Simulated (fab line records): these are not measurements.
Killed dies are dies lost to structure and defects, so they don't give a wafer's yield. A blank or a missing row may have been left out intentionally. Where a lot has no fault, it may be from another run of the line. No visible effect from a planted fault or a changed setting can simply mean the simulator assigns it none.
Comparing a struck lot with a sound one | flow gf180mcu | 17 steps out of a route of 602
Sound: these wafers, L567.1, L567.3, L567.5. Struck: wafers L562.1, L562.2, L562.6. The cause is given at the end.
At each step with rows: each side's tool, then ch and its chambers, then its first start. Under that, the readings that differ: sound wafers | struck wafers | difference of the means | sigmas: that difference in standard deviations of wafers without a fault.
alike: readings with means less than 2 such deviations apart, plus words and numbers identical on both sides. not compared: withheld readings, readings lacking a value on some wafer, bounds such as >300 that could conceal the same value, and numbers that have no deviation in the record and whose values overlap.
A row with sigmas, a row that says differs or no value, or rows on one side alone: a step with any of these is where the two part. When numbers do not overlap yet have no deviation, they are printed without sigmas and do not part them. A reading that every wafer of one side lacks parts them only if that side has two wafers or more.

GF_VT_IMPLANT_OVL_MEAS_07:
  sound on overlay-02 at day 9 15:59; struck on overlay-01 at day 8 04:29
  alike: VT_IMPLANT_OVL
after that, 1 step had no rows for these wafers: GF_VT_IMPLANT_IMPLANT_08.
GF_VT_IMPLANT_STRIP_09: strips in O2/N2.
  sound on plasma_asher-02 ch 1, day 9 16:10; struck on plasma_asher-04 ch 0,1, day 8 04:40
  alike: drypump_motor_current_A, heater_power_w, oes_product_au, strip_time_to_endpoint_s
  not compared: rf_hours_counter_h
GF_VT_IMPLANT_TW_MEAS_10:
  sound on film_metro-04 at day 9 16:16; struck on film_metro-04 at day 8 04:46
  alike: VT_IMPLANT_TW
then, 7 steps without rows for these wafers: GF_VT_IMPLANT_DEHYDRATE_11 (time 60 s); GF_VT_IMPLANT_HMDS_12 (prime time 60 s); GF_VT_IMPLANT_COAT_13 (resist thk 1000 nm); GF_VT_IMPLANT_SOFTBAKE_14 (time 60 s); GF_VT_IMPLANT_EXPOSE_15 (exposes mask Nwell LV AREA, target cd 860 nm); GF_VT_IMPLANT_PEB_16; GF_VT_IMPLANT_DEVELOP_17 (develop time 60 s).
GF_VT_IMPLANT_OVL_MEAS_18:
  sound on overlay-02 at day 10 09:23; struck on overlay-01 at day 8 21:24
  reading                | sound          | struck      | difference | sigmas
  VT_IMPLANT_01_OVL (nm) | -0.5 -1.9 -2.8 | 1.0 1.2 3.1 | +3.5       | +2
GF_VT_IMPLANT_IMPLANT_19:
  sound on implanter-01 ch 0, day 10 09:26; struck on implanter-04 ch 0, day 8 21:26
  alike: beam_energy_keV, dose_ions_cm2
GF_VT_IMPLANT_STRIP_20: strips in O2/N2.
  sound on plasma_asher-03 ch 0,1, day 10 09:35; struck on plasma_asher-03 ch 0,1, day 8 21:35
  alike: drypump_motor_current_A, heater_power_w, oes_product_au, strip_time_to_endpoint_s
  not compared: rf_hours_counter_h
GF_VT_IMPLANT_TW_MEAS_21:
  sound on film_metro-02 at day 10 09:41; struck on film_metro-04 at day 8 21:41
  reading         | sound          | struck         | difference | sigmas
  VT_IMPLANT_2_TW | 1229 1229 1230 | 1161 1177 1095 | -85        | -5
then, 2 steps without rows for these wafers: GF_VT_IMPLANT_DEHYDRATE_22 (time 60 s); GF_PASSIVATION_PROBE_99.

== WHERE THEY PART ==
First at GF_VT_IMPLANT_OVL_MEAS_18; last, within this record, at GF_VT_IMPLANT_TW_MEAS_21.

WHY: what the simulator had put in
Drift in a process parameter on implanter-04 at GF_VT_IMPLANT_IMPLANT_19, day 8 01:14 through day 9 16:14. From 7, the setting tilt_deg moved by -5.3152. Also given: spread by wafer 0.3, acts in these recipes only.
